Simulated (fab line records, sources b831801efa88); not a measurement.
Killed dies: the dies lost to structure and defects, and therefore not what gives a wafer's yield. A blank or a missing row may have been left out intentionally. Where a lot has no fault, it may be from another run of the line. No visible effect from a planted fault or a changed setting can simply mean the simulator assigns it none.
fab line records    flow gf180mcu
[record] lots = 5  wafers = 15  last_day = 33
route steps=602 shown HV_LDD@215 NSD@235
lots with no fault: from the same line, run without faults
start_h: start of the lot's first displayed wafer, in hours after the record's first day    wait_h: hours since the lot's step before    " same as the row above    L1.1+2: several wafers, shown together as one row    - value missing, or start not given    * or withheld: withheld    < > ~ a bound
route shown NAME@n: a module of which the file shows steps, and the number in the route of the first    usual: mean/standard deviation of fault-free wafers    same: alike in all rows    chamber/n: place in a boat    sites: the reading at each site    _std_site: the standard deviation of these    _edge_site: mean of outer sites minus mean of inner sites    radius_mm: how far each site lies from the wafer's centre    mask NAME#n: copy n    behind: tool/chamber where the wafer was last shaped    hold: reason for holding the lot/hours on hold/outcome of the hold    device: which transistor (n, p or np) failed to switch    end of line: the route-end tests of the same wafers    step lacking rows: just its recipe    killed: at the first sort, the dies lost to defects and structure; wafer yield is something else    map: per-die view of a wafer (x killed, . not killed, _ where there is no die)
set.NAME: the setting as run; set.NAME@STEP: as run at that earlier step    model.NAME: the simulator's own value behind a step, which no gauge read
lots at selected steps of the route; one table per step, one row per wafer
services: the hour from which a tool's chamber was out of use, counted from the record's first day as start_h (under 0 if before that day), plus the number of hours and why
[[steps]]
[step GF_HV_LDD_DEHYDRATE_39]
[recipe] temp_c = 200  time_s = 60
[same] time_s = 60
lot.wafer   tool            chamber  start_h  wait_h
L077.2+3+4  litho_track-03  0        288.69   9.1
L081.3+4+5  litho_track-03  0        326.67   10.2
L084.1+3+5  litho_track-03  0        344.71   10.4
L087.2+4+5  litho_track-04  0        369.95   10.4
L093.1+3+6  litho_track-01  0        414.32   10.9
[step GF_HV_LDD_HMDS_40]
[recipe] prime_time_s = 60  prime_temp_c = 120
[same] prime_time_s = 60
lot.wafer   tool            chamber  start_h  wait_h
L077.2+3+4  litho_track-03  0        288.84   0.1
L081.3+4+5  litho_track-03  0        326.82   0.1
L084.1+3+5  litho_track-03  0        344.86   0.1
L087.2+4+5  litho_track-04  0        370.10   0.1
L093.1+3+6  litho_track-01  0        414.47   0.1
[step GF_HV_LDD_COAT_41]
[recipe] resist = NOVOLAK  spin_rpm = 3000  resist_thk_nm = 1000
lot.wafer   tool            chamber  start_h  wait_h
L077.2+3+4  litho_track-03  0        288.99   0.1
L081.3+4+5  litho_track-03  0        326.97   0.1
L084.1+3+5  litho_track-03  0        345.01   0.1
L087.2+4+5  litho_track-04  0        370.25   0.1
L093.1+3+6  litho_track-01  0        414.62   0.1
[step GF_HV_LDD_SOFTBAKE_42]
[recipe] temp_c = 90  time_s = 60  resist = NOVOLAK
[same] time_s = 60
lot.wafer   tool            chamber  start_h  wait_h
L077.2+3+4  litho_track-03  0        289.14   0.1
L081.3+4+5  litho_track-03  0        327.12   0.1
L084.1+3+5  litho_track-03  0        345.16   0.1
L087.2+4+5  litho_track-04  0        370.40   0.1
L093.1+3+6  litho_track-01  0        414.77   0.1
[step GF_HV_LDD_EXPOSE_43]
[recipe] mask_id = Pplus_HV_AREA  target_cd_nm = 400  na = 0.6  source_shape = conventional  sigma_outer = 0.6  dose_mj = 140
[usual] exposure_dose_mJ_cm2 = 139.97/0.15  focus_offset_nm = 0.1/0.5
[same] na = 0.6
lot.wafer  tool              chamber  start_h  wait_h  mask             exposure_dose_mJ_cm2  focus_offset_nm
L077.2     iline_stepper-02  0        -        -       Pplus_HV_AREA#0  140.03                0.7
L077.3     "                 0        "        "       Pplus_HV_AREA#0  140.21                0.0
L077.4     "                 0        "        "       Pplus_HV_AREA#0  139.97                0.1
L081.3     iline_stepper-02  0        -        -       Pplus_HV_AREA#0  139.80                0.8
L081.4     "                 0        "        "       Pplus_HV_AREA#0  140.00                -1.0
L081.5     "                 0        "        "       Pplus_HV_AREA#0  139.89                0.0
L084.1     iline_stepper-02  0        -        -       Pplus_HV_AREA#0  139.82                0.3
L084.3     "                 0        "        "       Pplus_HV_AREA#0  139.86                -0.2
L084.5     "                 0        "        "       Pplus_HV_AREA#0  140.00                0.4
L087.2     iline_stepper-01  0        -        -       Pplus_HV_AREA#0  139.95                -0.1
L087.4     "                 0        "        "       Pplus_HV_AREA#0  140.04                0.4
L087.5     "                 0        "        "       Pplus_HV_AREA#0  139.87                0.2
L093.1     iline_stepper-01  0        -        -       Pplus_HV_AREA#0  140.16                0.2
L093.3     "                 0        "        "       Pplus_HV_AREA#0  140.12                -0.4
L093.6     "                 0        "        "       Pplus_HV_AREA#0  140.06                -0.4
[step GF_HV_LDD_PEB_44]
[recipe] temp_c = withheld  time_s = *  resist = NOVOLAK
[same] time_s = *
lot.wafer   tool            chamber  start_h  wait_h
L077.2+3+4  litho_track-01  0        -        -
L081.3+4+5  litho_track-03  0        -        -
L084.1+3+5  litho_track-04  0        -        -
L087.2+4+5  litho_track-04  0        -        -
L093.1+3+6  litho_track-01  0        -        -
[step GF_HV_LDD_DEVELOP_45]
[recipe] develop_time_s = 60  dev_temp_c = 23
lot.wafer   tool            chamber  start_h  wait_h
L077.2+3+4  litho_track-01  0        299.60   0.1
L081.3+4+5  litho_track-03  0        337.67   0.1
L084.1+3+5  litho_track-04  0        355.97   0.1
L087.2+4+5  litho_track-04  0        381.40   0.1
L093.1+3+6  litho_track-01  0        427.02   0.1
[step GF_HV_LDD_CD_MEAS_46]
[recipe] target_cd_nm = 400
[usual] cd_nm = 399.1/2.4
lot.wafer  tool       chamber  start_h  wait_h  cd_nm
L077.2     cd_sem-02  -        299.74   0.1     399.7
L077.3     "          -        "        "       401.5
L077.4     "          -        "        "       399.1
L081.3     cd_sem-01  -        337.81   0.1     398.0
L081.4     "          -        "        "       398.6
L081.5     "          -        "        "       398.3
L084.1     cd_sem-02  -        356.12   0.1     403.4
L084.3     "          -        "        "       406.1
L084.5     "          -        "        "       404.3
L087.2     cd_sem-02  -        381.54   0.1     399.6
L087.4     "          -        "        "       401.1
L087.5     "          -        "        "       398.9
L093.1     cd_sem-01  -        427.17   0.1     400.7
L093.3     "          -        "        "       401.1
L093.6     "          -        "        "       402.0
[step GF_HV_LDD_OVL_MEAS_47]
[usual] HV_LDD_03_OVL = 0.3/1.3
lot.wafer  tool        chamber  start_h  wait_h  HV_LDD_03_OVL[nm]
L077.2     overlay-01  -        299.85   0.1     -3.2
L077.3     "           -        "        "       -2.8
L077.4     "           -        "        "       -0.2
L081.3     overlay-02  -        337.90   0.1     1.6
L081.4     "           -        "        "       0.1
L081.5     "           -        "        "       -1.9
L084.1     overlay-01  -        356.24   0.1     -0.9
L084.3     "           -        "        "       -1.2
L084.5     "           -        "        "       0.7
L087.2     overlay-01  -        381.65   0.1     0.5
L087.4     "           -        "        "       0.9
L087.5     "           -        "        "       0.1
L093.1     overlay-02  -        427.29   0.1     1.3
L093.3     "           -        "        "       0.8
L093.6     "           -        "        "       -0.2
[step GF_HV_LDD_IMPLANT_48]
[recipe] species = B  energy_kev = 25  dose_cm2 = 3e+13  tilt_deg = 7
lot.wafer   tool          chamber  start_h  wait_h
L077.2+3+4  implanter-03  0        299.90   0.0
L081.3+4+5  implanter-04  0        337.97   0.1
L084.1+3+5  implanter-03  0        356.28   0.0
L087.2+4+5  implanter-04  0        381.71   0.0
L093.1+3+6  implanter-02  0        427.33   0.0
[step GF_HV_LDD_STRIP_49]
[recipe] chemistry = O2/N2  power_w = 1400  pressure_mtorr = 1500  platen_temp_c = 250  o2_flow_sccm = 3000  n2_flow_sccm = 300  overash_fraction = 0.5
[usual] chamber_pressure_mTorr = 1500.2/1.4  drypump_motor_current_A = 5.7/0.48  heater_power_w = 356/25  oes_product_au = 0.717/0.0045  strip_time_to_endpoint_s = 12.65/0.033
lot.wafer  tool             chamber  start_h  wait_h  chamber_pressure_mTorr  drypump_motor_current_A  heater_power_w  oes_product_au  rf_hours_counter_h  strip_time_to_endpoint_s
L077.2     plasma_asher-01  0        300.03   0.1     1497.9                  5.9                      382             0.719           53                  12.59
L077.3     "                0        "        "       1501.7                  5.9                      377             0.721           -                   12.60
L077.4     "                1        "        "       1498.6                  4.8                      385             0.722           -                   12.62
L081.3     plasma_asher-01  0        338.10   0.1     1500.9                  5.9                      373             0.714           -                   12.65
L081.4     "                1        "        "       1501.5                  4.8                      373             0.718           -                   12.64
L081.5     "                1        "        "       1499.8                  4.7                      372             0.714           -                   12.65
L084.1     plasma_asher-01  0        356.43   0.1     1499.4                  5.9                      377             0.710           59                  12.62
L084.3     "                0        "        "       1502.1                  5.9                      380             0.722           -                   12.61
L084.5     "                0        "        "       1501.7                  5.9                      385             0.723           -                   12.65
L087.2     plasma_asher-01  1        381.83   0.1     1497.8                  4.8                      377             0.715           62                  12.64
L087.4     "                0        "        "       1498.5                  5.9                      383             0.718           -                   12.63
L087.5     "                1        "        "       1500.0                  4.8                      379             0.723           -                   12.63
L093.1     plasma_asher-03  1        427.48   0.1     1499.9                  6.1                      368             0.712           34                  12.66
L093.3     "                0        "        "       1498.6                  5.4                      334             0.708           -                   12.63
L093.6     "                0        "        "       1498.4                  5.4                      327             0.713           -                   12.61
[step GF_HV_LDD_TW_MEAS_50]
[usual] HV_LDD_4_TW = 571/9.1
lot.wafer  tool           chamber  start_h  wait_h  HV_LDD_4_TW
L077.2     film_metro-03  -        300.14   0.1     561
L077.3     "              -        "        "       563
L077.4     "              -        "        "       563
L081.3     film_metro-04  -        338.19   0.1     561
L081.4     "              -        "        "       564
L081.5     "              -        "        "       567
L084.1     film_metro-01  -        356.53   0.1     581
L084.3     "              -        "        "       578
L084.5     "              -        "        "       580
L087.2     film_metro-04  -        381.94   0.1     561
L087.4     "              -        "        "       558
L087.5     "              -        "        "       563
L093.1     film_metro-03  -        427.58   0.1     566
L093.3     "              -        "        "       566
L093.6     "              -        "        "       567
[step GF_HV_LDD_CLEAN_51]
[recipe] chemistry = SC1/SC2  mix = 1:4:20  temp_c = 70  time_s = 150  dry = n2_spin
[usual] temp_c = 70.00/0.12
[same] time_s = 150
lot.wafer  tool          chamber  start_h  wait_h  temp_c
L077.2     wet_bench-03  3        300.19   0.0     69.97
L077.3     "             3        "        "       70.03
L077.4     "             3        "        "       70.05
L081.3     wet_bench-02  1        338.23   0.0     69.94
L081.4     "             1        "        "       70.08
L081.5     "             1        "        "       69.99
L084.1     wet_bench-03  0        356.59   0.1     70.04
L084.3     "             0        "        "       70.18
L084.5     "             0        "        "       70.01
L087.2     wet_bench-04  3        381.99   0.0     69.77
L087.4     "             3        "        "       69.80
L087.5     "             3        "        "       69.93
L093.1     wet_bench-04  2        427.64   0.1     70.17
L093.3     "             2        "        "       70.10
L093.6     "             2        "        "       69.93
[step GF_HV_LDD_RTA_52]
[recipe] temp_c = 1000  time_s = 10  ambient = N2
[usual] chamber_o2_ppm = 2.001/0.025  lamp_power_pct = 30.5/2  wafer_temp_C_max = 1005.6/1.6
[same] time_s = 10
lot.wafer  tool           chamber  start_h  wait_h  chamber_o2_ppm  lamp_power_pct  wafer_temp_C_max
L077.2     rtp_anneal-02  0        300.25   0.0     1.976           28.5            1004.4
L077.3     "              0        "        "       1.994           28.5            1004.6
L077.4     "              0        "        "       2.001           28.5            1005.2
L081.3     rtp_anneal-02  0        338.31   0.0     1.968           28.5            1003.6
L081.4     "              0        "        "       1.964           28.5            1004.7
L081.5     "              0        "        "       2.003           28.4            1004.0
L084.1     rtp_anneal-02  0        356.64   0.0     2.023           28.5            1003.3
L084.3     "              0        "        "       2.013           28.4            1003.5
L084.5     "              0        "        "       2.020           28.5            1002.9
L087.2     rtp_anneal-02  0        382.05   0.0     1.985           28.4            1004.0
L087.4     "              0        "        "       1.989           28.4            1005.5
L087.5     "              0        "        "       1.985           28.5            1005.2
L093.1     rtp_anneal-01  0        427.69   0.0     1.981           32.6            1010.0
L093.3     "              0        "        "       2.019           32.5            1006.3
L093.6     "              0        "        "       1.997           32.6            1006.7
[step GF_HV_LDD_RS_MEAS_53]
[recipe] thk_meas_gauge = four-point-probe
[usual] HV_LDD_RS = 418.7/0.79
lot.wafer  tool           chamber  start_h  wait_h  HV_LDD_RS[ohm/sq]
L077.2     film_metro-01  -        300.33   0.1     419.7
L077.3     "              -        "        "       419.8
L077.4     "              -        "        "       419.4
L081.3     film_metro-01  -        338.39   0.1     419.9
L081.4     "              -        "        "       418.7
L081.5     "              -        "        "       418.8
L084.1     film_metro-04  -        356.71   0.1     416.6
L084.3     "              -        "        "       418.6
L084.5     "              -        "        "       418.6
L087.2     film_metro-03  -        382.13   0.1     419.3
L087.4     "              -        "        "       418.7
L087.5     "              -        "        "       418.9
L093.1     film_metro-03  -        427.76   0.1     419.1
L093.3     "              -        "        "       419.2
L093.6     "              -        "        "       418.9
[step GF_HV_LDD_CVD_54]
[recipe] material = SiO2  target_thk_nm = 10  precursor = TEOS  temp_c = 680  time_s = 75  pressure_mtorr = 400
[same] time_s = 75
lot.wafer   tool      chamber  start_h  wait_h
L077.2+3+4  lpcvd-02  1        300.43   0.1
L081.3+4+5  lpcvd-01  1        338.47   0.1
L084.1+3+5  lpcvd-02  0        357.32   0.6
L087.2+4+5  lpcvd-01  1        382.23   0.1
L093.1+3+6  lpcvd-02  0        427.88   0.1
[step GF_HV_LDD_THK_MEAS_55]
[recipe] reads = SiO2_of_HV_LDD_CVD_54
[usual] HV_LDD_CVD_54_THK = 10.08/0.17
lot.wafer  tool           chamber  start_h  wait_h  HV_LDD_CVD_54_THK[nm]
L077.2     film_metro-03  -        301.46   0.0     10.03
L077.3     "              -        "        "       9.92
L077.4     "              -        "        "       9.83
L081.3     film_metro-01  -        339.51   0.0     10.17
L081.4     "              -        "        "       10.30
L081.5     "              -        "        "       10.10
L084.1     film_metro-03  -        358.34   0.0     10.04
L084.3     "              -        "        "       9.83
L084.5     "              -        "        "       9.99
L087.2     film_metro-04  -        383.26   0.0     10.18
L087.4     "              -        "        "       10.16
L087.5     "              -        "        "       10.24
L093.1     film_metro-04  -        428.90   0.0     10.09
L093.3     "              -        "        "       10.06
L093.6     "              -        "        "       10.16
[step GF_HV_LDD_CVD_56]
[recipe] material = Si3N4  precursor = DCS/NH3  target_thk_nm = 90  temp_c = 770  time_s = 1543  pressure_mtorr = 250
[same] time_s = 1543
lot.wafer   tool      chamber  start_h  wait_h
L077.2+3+4  lpcvd-02  1        301.51   0.0
L081.3+4+5  lpcvd-01  0        339.55   0.0
L084.1+3+5  lpcvd-02  1        358.40   0.1
L087.2+4+5  lpcvd-01  1        383.31   0.0
L093.1+3+6  lpcvd-02  0        428.96   0.1
[step GF_HV_LDD_THK_MEAS_57]
[recipe] reads = Si3N4_of_HV_LDD_CVD_56
[usual] HV_LDD_CVD_56_THK = 90.0/1.1
lot.wafer  tool           chamber  start_h  wait_h  HV_LDD_CVD_56_THK[nm]
L077.2     film_metro-04  -        302.95   0.0     90.7
L077.3     "              -        "        "       91.2
L077.4     "              -        "        "       90.7
L081.3     film_metro-01  -        341.00   0.0     89.4
L081.4     "              -        "        "       90.7
L081.5     "              -        "        "       89.5
L084.1     film_metro-03  -        360.55   0.0     88.3
L084.3     "              -        "        "       88.5
L084.5     "              -        "        "       88.3
L087.2     film_metro-04  -        384.75   0.0     92.4
L087.4     "              -        "        "       92.0
L087.5     "              -        "        "       91.6
L093.1     film_metro-01  -        430.39   0.0     89.2
L093.3     "              -        "        "       88.8
L093.6     "              -        "        "       88.9
[step GF_HV_LDD_ETCHBACK_58]
[recipe] chemistry = CH3F/O2  target = Si3N4  stop_on = SiO2  source_w = 400  bias_w = 80  pressure_mtorr = 25  ch3f_flow_sccm = 40  O2_flow_sccm = 30  time_s = 100  target_depth_a = 900
[usual] chamber_pressure_mTorr = 25.000/0.023  drypump_motor_current_A = 5.6/0.52  oes_product_au = 0.842/0.0069  throttle_valve_pct = 10.561/0.01
[same] time_s = 100
lot.wafer  tool         chamber  start_h  wait_h  chamber_pressure_mTorr  drypump_motor_current_A  oes_product_au  rf_hours_counter_h  throttle_valve_pct
L077.2     rie_diel-02  0        303.00   0.0     25.019                  5.3                      0.835           77                  10.544
L077.3     "            2        "        "       25.005                  5.9                      0.847           48                  10.567
L077.4     "            1        "        "       25.027                  5.7                      0.842           3                   10.560
L081.3     rie_diel-01  2        341.04   0.0     24.974                  4.7                      0.834           106                 10.568
L081.4     "            0        "        "       24.962                  5.9                      0.848           106                 10.584
L081.5     "            3        "        "       25.012                  6.3                      0.842           -                   10.546
L084.1     rie_diel-01  0        360.61   0.1     24.980                  5.9                      0.831           106                 10.549
L084.3     "            1        "        "       25.013                  5.1                      0.829           7                   10.562
L084.5     "            1        "        "       24.998                  5.1                      0.832           -                   10.556
L087.2     rie_diel-02  3        384.80   0.0     24.976                  5.3                      0.852           3                   10.564
L087.4     "            0        "        "       25.025                  5.3                      0.852           79                  10.564
L087.5     "            2        "        "       24.984                  5.9                      0.845           -                   10.563
L093.1     rie_diel-04  2        430.45   0.1     25.013                  6.0                      0.834           2                   10.573
L093.3     "            1        "        "       24.988                  6.4                      0.837           16                  10.554
L093.6     "            0        "        "       24.995                  5.3                      0.838           -                   10.558
[step GF_NSD_DEHYDRATE_00]
[recipe] temp_c = 200  time_s = 60
[same] time_s = 60
lot.wafer   tool            chamber  start_h  wait_h
L077.2+3+4  litho_track-01  0        312.45   9.4
L081.3+4+5  litho_track-02  0        351.19   10.1
L084.1+3+5  litho_track-01  0        371.47   10.8
L087.2+4+5  litho_track-01  0        394.85   10.0
L093.1+3+6  litho_track-01  0        442.02   11.5
[[services]]
tool              chamber  start_h  hours  kind
rie_diel-02       -        266.93   0.1    repair
implanter-04      -        272.09   1.8    repair
rie_diel-02       2        280.89   11.8   repair
wet_bench-04      -        281.40   1.4    repair
iline_stepper-01  -        287.84   1.7    pm
iline_stepper-01  -        300.40   0.8    repair
rie_diel-01       3        304.58   15.7   repair
implanter-04      -        313.50   4.0    repair
iline_stepper-02  -        315.06   5.0    repair
implanter-04      -        332.32   1.2    repair
iline_stepper-02  -        333.08   2.1    pm
rie_diel-01       3        346.27   7.2    repair
iline_stepper-01  -        347.52   4.4    pm
wet_bench-04      -        357.72   2.6    repair
lpcvd-02          -        360.55   6.0    pm
plasma_asher-01   -        369.06   4.0    pm
rie_diel-02       1        373.78   7.5    repair
rie_diel-02       -        374.09   2.8    pm
iline_stepper-02  -        384.54   14.9   repair
rie_diel-02       0        394.31   3.5    repair
implanter-04      -        405.21   1.1    repair
rie_diel-02       -        425.21   14.6   pm
plasma_asher-01   -        436.80   2.8    pm
iline_stepper-02  -        437.47   1.7    pm
[[key]]
fault none
